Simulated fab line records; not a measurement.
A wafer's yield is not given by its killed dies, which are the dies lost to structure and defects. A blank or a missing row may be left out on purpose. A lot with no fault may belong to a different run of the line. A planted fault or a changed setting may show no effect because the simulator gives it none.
fab line records | flow sky130
[record] lots = 6 wafers = 18 last_day = 50
route steps=708 shown METAL5@661
lots with no fault: from the same line, run without faults
start_h: hours from the record's first day to the start of the lot's first wafer shown | wait_h: hours elapsed since this lot's preceding step | " repeats the value in the row above | L1.1+2: several wafers, shown together as one row | - no value, or no start was given | * or withheld: withheld | < > ~ a bound
route shown NAME@n: NAME is a module with steps in the file, n the number in the route of the first one | usual: average and standard deviation across the fault-free wafers | same: alike in all rows | chamber/n: place in a boat | sites: per-site readings | _std_site: how widely they spread, as a standard deviation | _edge_site: outer sites' mean less inner sites' | radius_mm: how far each site lies from the wafer's centre | mask NAME#n: copy n | behind: the tool/chamber that last shaped the wafer | hold: why the lot was held/for how many hours/how that ended | device: whichever transistor did not switch (one of n, p or np) | end of line: tests of these same wafers at the route's end | step lacking rows: just its recipe | killed: count of dies lost to structure and defects at first sort (not the wafer's yield) | map: the dies of a wafer, with x for killed, . for not killed, _ for no die there
set.NAME: the setting as run; set.NAME@STEP: as run at that earlier step | model.NAME: the simulator's own value behind a step, which no gauge read
lots at selected steps of the route; one table per step, one row per wafer
services: when a tool's chamber went out of use (start_h, in hours from the record's first day, below 0 if earlier), for how many hours, and the reason
[[steps]]
[step SKY_METAL5_SPUTTER_00]
[recipe] material = Ti target_thk_nm = 15 power_w = 3000 time_s = 10 chamber_pressure_pa = 0.4
[usual] cathode_dc_power_W = 3000.0/0.52 throttle_valve_pct = 30.0/0.93
// columns lot.wafer tool chamber start_h wait_h cathode_dc_power_W throttle_valve_pct
L539.3 pvd_sputter-02 - 1042.80 0.1 2999.4 29.5
L539.5 " - " " 3000.2 31.3
L539.6 " - " " 2999.8 30.5
L543.2 pvd_sputter-04 - 1061.04 0.2 3000.4 29.6
L543.3 " - " " 2999.6 29.0
L543.4 " - " " 3000.2 29.2
L554.1 pvd_sputter-01 - 1117.04 0.1 3000.1 29.9
L554.2 " - " " 2999.4 31.0
L554.6 " - " " 2999.6 31.5
L553.1 pvd_sputter-01 - 1117.25 0.2 2999.9 29.3
L553.2 " - " " 2999.3 28.8
L553.5 " - " " 2999.9 29.9
L557.1 pvd_sputter-04 - 1137.32 0.1 2999.3 29.1
L557.2 " - " " 3000.0 30.0
L557.3 " - " " 2999.9 29.6
L558.2 pvd_sputter-01 - 1138.75 0.1 2999.5 31.3
L558.5 " - " " 2999.5 30.1
L558.6 " - " " 2999.9 29.1
[step SKY_METAL5_SPUTTER_01]
[recipe] material = TiN target_thk_nm = 20 power_w = 6500 time_s = 16.7 chamber_pressure_pa = 0.4066
[usual] cathode_dc_power_W = 6500.0/1.3 throttle_valve_pct = 30.0/0.95
// columns lot.wafer tool chamber start_h wait_h cathode_dc_power_W throttle_valve_pct
L539.3 pvd_sputter-02 - 1042.82 0.0 6500.5 29.4
L539.5 " - " " 6499.1 31.2
L539.6 " - " " 6501.4 30.7
L543.2 pvd_sputter-04 - 1061.06 0.0 6500.7 29.9
L543.3 " - " " 6501.4 29.0
L543.4 " - " " 6498.3 29.1
L554.1 pvd_sputter-01 - 1117.06 0.0 6498.7 29.7
L554.2 " - " " 6499.8 31.5
L554.6 " - " " 6499.2 31.4
L553.1 pvd_sputter-01 - 1117.27 0.0 6498.7 29.0
L553.2 " - " " 6500.3 28.6
L553.5 " - " " 6501.2 29.9
L557.1 pvd_sputter-04 - 1137.34 0.0 6502.1 29.1
L557.2 " - " " 6500.2 29.9
L557.3 " - " " 6498.3 29.2
L558.2 pvd_sputter-01 - 1138.77 0.0 6498.5 31.5
L558.5 " - " " 6501.5 30.0
L558.6 " - " " 6498.8 29.2
[step SKY_METAL5_SPUTTER_02]
[recipe] material = AlCu target_thk_nm = 1150 power_w = 10600 time_s = 61.2 chamber_pressure_pa = 0.4
[usual] cathode_dc_power_W = 10600/1.9 throttle_valve_pct = 30.0/0.93
// columns lot.wafer tool chamber start_h wait_h cathode_dc_power_W throttle_valve_pct
L539.3 pvd_sputter-02 - 1042.84 0.0 10598 29.5
L539.5 " - " " 10602 30.9
L539.6 " - " " 10602 30.5
L543.2 pvd_sputter-04 - 1061.08 0.0 10599 29.8
L543.3 " - " " 10597 29.1
L543.4 " - " " 10599 29.4
L554.1 pvd_sputter-01 - 1117.09 0.0 10600 29.9
L554.2 " - " " 10600 31.1
L554.6 " - " " 10599 31.4
L553.1 pvd_sputter-01 - 1117.30 0.0 10602 29.4
L553.2 " - " " 10602 28.9
L553.5 " - " " 10601 30.0
L557.1 pvd_sputter-04 - 1137.37 0.0 10599 29.2
L557.2 " - " " 10601 29.8
L557.3 " - " " 10602 29.6
L558.2 pvd_sputter-01 - 1138.80 0.0 10599 31.3
L558.5 " - " " 10600 29.7
L558.6 " - " " 10598 29.4
[step SKY_METAL5_SPUTTER_03]
[recipe] material = Ti target_thk_nm = 5 power_w = 3000 time_s = 3.3 chamber_pressure_pa = 0.4
[usual] cathode_dc_power_W = 2999.9/0.5 throttle_valve_pct = 30.0/0.93
// columns lot.wafer tool chamber start_h wait_h cathode_dc_power_W throttle_valve_pct
L539.3 pvd_sputter-02 - 1042.89 0.0 3000.3 29.8
L539.5 " - " " 2999.8 31.4
L539.6 " - " " 2999.5 30.7
L543.2 pvd_sputter-04 - 1061.14 0.0 3000.4 29.8
L543.3 " - " " 2999.4 29.2
L543.4 " - " " 2999.9 29.4
L554.1 pvd_sputter-01 - 1117.14 0.0 2999.8 29.8
L554.2 " - " " 2999.2 31.2
L554.6 " - " " 2999.6 31.3
L553.1 pvd_sputter-01 - 1117.35 0.0 2999.5 29.1
L553.2 " - " " 2999.7 28.5
L553.5 " - " " 2999.7 29.8
L557.1 pvd_sputter-04 - 1137.42 0.0 2999.5 29.2
L557.2 " - " " 3000.2 30.0
L557.3 " - " " 3000.0 29.2
L558.2 pvd_sputter-01 - 1138.85 0.0 2999.5 31.3
L558.5 " - " " 3000.9 29.9
L558.6 " - " " 2999.1 28.9
[step SKY_METAL5_SPUTTER_04]
[recipe] material = TiN target_thk_nm = 70 power_w = 6500 time_s = 58.3 chamber_pressure_pa = 0.4
[usual] cathode_dc_power_W = 6500.0/1.2 throttle_valve_pct = 30.0/0.95
// columns lot.wafer tool chamber start_h wait_h cathode_dc_power_W throttle_valve_pct
L539.3 pvd_sputter-02 - 1042.91 0.0 6500.9 29.7
L539.5 " - " " 6498.7 31.3
L539.6 " - " " 6500.7 30.6
L543.2 pvd_sputter-04 - 1061.15 0.0 6501.0 29.8
L543.3 " - " " 6498.5 28.8
L543.4 " - " " 6500.9 29.2
L554.1 pvd_sputter-01 - 1117.15 0.0 6498.6 29.8
L554.2 " - " " 6500.4 31.5
L554.6 " - " " 6500.2 31.2
L553.1 pvd_sputter-01 - 1117.37 0.0 6498.6 29.2
L553.2 " - " " 6498.6 28.9
L553.5 " - " " 6497.9 30.1
L557.1 pvd_sputter-04 - 1137.44 0.0 6499.8 29.1
L557.2 " - " " 6501.6 30.0
L557.3 " - " " 6500.8 29.2
L558.2 pvd_sputter-01 - 1138.87 0.0 6497.5 31.2
L558.5 " - " " 6500.3 29.8
L558.6 " - " " 6501.5 29.2
[step SKY_METAL5_RS_MEAS_05]
[recipe] thk_meas_gauge = four-point-probe reads = TiN_of_METAL5_SPUTTER_04+Ti_of_METAL5_SPUTTER_03+AlCu_of_METAL5_SPUTTER_02+TiN_of_METAL5_SPUTTER_01+Ti_of_METAL5_SPUTTER_00
[usual] METAL5_ALCU_RS = 0.02692/0.00028
// columns lot.wafer tool chamber start_h wait_h METAL5_ALCU_RS[ohm/sq]
L539.3 film_metro-01 - 1043.00 0.1 0.02657
L539.5 " - " " 0.02677
L539.6 " - " " 0.02682
L543.2 film_metro-04 - 1061.22 0.0 0.02679
L543.3 " - " " 0.02691
L543.4 " - " " 0.02692
L554.1 film_metro-04 - 1117.20 0.0 0.02681
L554.2 " - " " 0.02699
L554.6 " - " " 0.0269
L553.1 film_metro-01 - 1117.42 0.0 0.02706
L553.2 " - " " 0.02667
L553.5 " - " " 0.02689
L557.1 film_metro-01 - 1137.53 0.1 0.02657
L557.2 " - " " 0.02664
L557.3 " - " " 0.02665
L558.2 film_metro-03 - 1138.94 0.0 0.02682
L558.5 " - " " 0.02664
L558.6 " - " " 0.02699
[step SKY_METAL5_THK_MEAS_06]
[recipe] thk_meas_gauge = xrf reads = AlCu_of_METAL5_SPUTTER_02
[usual] METAL5_ALCU_THK = 1141/12
// columns lot.wafer tool chamber start_h wait_h METAL5_ALCU_THK[nm]
L539.3 film_metro-01 - 1043.10 0.1 1144
L539.5 " - " " 1143
L539.6 " - " " 1140
L543.2 film_metro-04 - 1061.33 0.1 1153
L543.3 " - " " 1143
L543.4 " - " " 1146
L554.1 film_metro-04 - 1117.32 0.1 1149
L554.2 " - " " 1129
L554.6 " - " " 1145
L553.1 film_metro-01 - 1117.54 0.1 1132
L553.2 " - " " 1153
L553.5 " - " " 1139
L557.1 film_metro-01 - 1137.65 0.1 1152
L557.2 " - " " 1151
L557.3 " - " " 1153
L558.2 film_metro-03 - 1139.05 0.1 1140
L558.5 " - " " 1151
L558.6 " - " " 1128
[step SKY_METAL5_DEHYDRATE_07]
[recipe] temp_c = 200 time_s = 60
[step SKY_METAL5_HMDS_08]
[recipe] prime_time_s = 60 prime_temp_c = 120
[step SKY_METAL5_COAT_09]
[recipe] resist = NOVOLAK spin_rpm = 3000 resist_thk_nm = 1800
[step SKY_METAL5_SOFTBAKE_10]
[recipe] temp_c = 90 time_s = 60 resist = NOVOLAK
[step SKY_METAL5_EXPOSE_11]
[recipe] mask_id = MM5 na = 0.6 source_shape = conventional sigma_outer = 0.6 polarization = unpolarized target_cd_nm = 1600 dose_mj = 190
[step SKY_METAL5_PEB_12]
[recipe] temp_c = withheld time_s = * resist = NOVOLAK
[usual] chill_plate_temp_C = * exhaust_pa = 45.1/0.88
// columns lot.wafer tool chamber start_h wait_h chill_plate_temp_C exhaust_pa
L539.3 litho_track-04 0 1065.01 - * 45.0
L539.5 " 0 " " * 44.2
L539.6 " 0 " " * 44.0
L543.2 litho_track-02 0 1080.84 - * 44.7
L543.3 " 0 " " * 43.8
L543.4 " 0 " " * 44.1
L554.1 litho_track-02 - 1135.97 - - -
L554.2 " - " " - -
L554.6 " - " " - -
L553.1 litho_track-04 - 1136.11 - - -
L553.2 " - " " - -
L553.5 " - " " - -
L557.1 litho_track-03 0 1156.20 - * 46.4
L557.2 " 0 " " * 44.5
L557.3 " 0 " " * 45.8
L558.2 litho_track-03 0 1157.23 - * 45.8
L558.5 " 0 " " * 45.4
L558.6 " 0 " " * 46.2
[step SKY_METAL5_DEVELOP_13]
[recipe] resist = NOVOLAK developer = TMAH develop_time_s = 60 dev_temp_c = 23
[[services]]
// columns tool chamber start_h hours kind
pvd_sputter-04 - 1044.59 3.3 repair
pvd_sputter-02 - 1053.78 0.6 repair
pvd_sputter-04 - 1079.99 20.8 repair
pvd_sputter-02 - 1116.55 8.4 repair
pvd_sputter-02 - 1137.56 0.7 repair
[[key]]
[first_sign] step = SKY_METAL5_PEB_12 reading = tool_record direction = missing
effect none on later readings
met_at SKY_METAL5_PEB_12
struck_wafers L553.1,L553.2,L553.5,L554.1,L554.2,L554.6
sort_left_out L553.1,L553.2,L553.5,L554.1,L554.2,L554.6
onset_between 1080.84 1135.97
[fault] kind = skipped_step_whole tool = litho_track-02,litho_track-04 chamber = - onset_h = 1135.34 steps = SKY_METAL5_PEB_12 scope = struck_lots_only
// sort_left_out: the simulated sort isn't trusted on such a fault, so these wafers' sort isn't shown, and their yield isn't known
